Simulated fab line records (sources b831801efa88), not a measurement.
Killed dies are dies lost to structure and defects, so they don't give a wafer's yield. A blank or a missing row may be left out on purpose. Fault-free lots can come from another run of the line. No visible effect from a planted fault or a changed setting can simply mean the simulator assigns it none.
A single fault, viewed from 2 desks :: flow gf180mcu :: every desk sees just its own numbers, and what lay behind them comes last

## DESK OF THE TOOL OWNER: implanter-02
The tool's own readings at GF_HV_LDD_IMPLANT_48: means of the sampled wafers that have a number, for each lot that ran on this tool. The brackets show how far a lot's mean lies from the usual mean; more than 4 standard deviations puts the lot out of limits, marked OUT.
Columns: A = dose ions cm2 at GF_HV_LDD_IMPLANT_48, usual 2.9994e+13; B = end station pressure torr at GF_HV_LDD_IMPLANT_48, usual 5.14e-06 Torr
lot: L216
first seen here: day 12 19:04
A: 3.0012e+13
B: 5.10e-06

lot: L217
first seen here: day 13 00:06
A: 2.9992e+13
B: 5.11e-06

lot: L221
first seen here: day 14 10:36
A: 2.9979e+13
B: 5.09e-06

lot: L222
first seen here: day 14 15:43
A: 2.9977e+13
B: 5.15e-06

lot: L223
first seen here: day 15 03:01
A: 2.9995e+13
B: 5.21e-06

lot: L226
first seen here: day 16 07:23
A: 3.0014e+13
B: 5.14e-06

lot: L229
first seen here: day 17 02:07
A: 3.0009e+13
B: 5.08e-06

lot: L234
first seen here: day 18 19:42
A: 2.9997e+13
B: 5.03e-06
This desk's finding: nothing out of limits on any of the 8 lots.

## THE METROLOGY DESK
Lot by lot, what the gauges showed, no matter which tool ran the lot: averages of those sampled wafers that carry a number. The brackets show how far a lot's mean lies from the usual mean; more than 4 standard deviations puts the lot out of limits, marked OUT.
Columns: A = HV_LDD_4_TW at GF_HV_LDD_TW_MEAS_50, usual 579
lot: L216
first seen here: day 12 19:18
A: 585

lot: L217
first seen here: day 13 00:21
A: 577

lot: L221
first seen here: day 14 10:51
A: 580

lot: L220
first seen here: day 14 11:11
A: 584

lot: L222
first seen here: day 14 15:56
A: 579

lot: L223
first seen here: day 15 03:16
A: 582

lot: L224
first seen here: day 15 12:09
A: 581

lot: L226
first seen here: day 16 07:38
A: 582

lot: L229
first seen here: day 17 02:22
A: 573

lot: L231
first seen here: day 17 22:51
A: 580

lot: L232
first seen here: day 18 03:04
A: 575

lot: L233
first seen here: day 18 14:53
A: 585

lot: L234
first seen here: day 18 19:57
A: 572
This desk's finding: nothing out of limits on any of the 13 lots.

## PUT TOGETHER
The desk of the tool owner found nothing out of limits.
Metrology desk: nothing out of limits seen.

## WHAT WAS PUT IN BY THE SIMULATOR
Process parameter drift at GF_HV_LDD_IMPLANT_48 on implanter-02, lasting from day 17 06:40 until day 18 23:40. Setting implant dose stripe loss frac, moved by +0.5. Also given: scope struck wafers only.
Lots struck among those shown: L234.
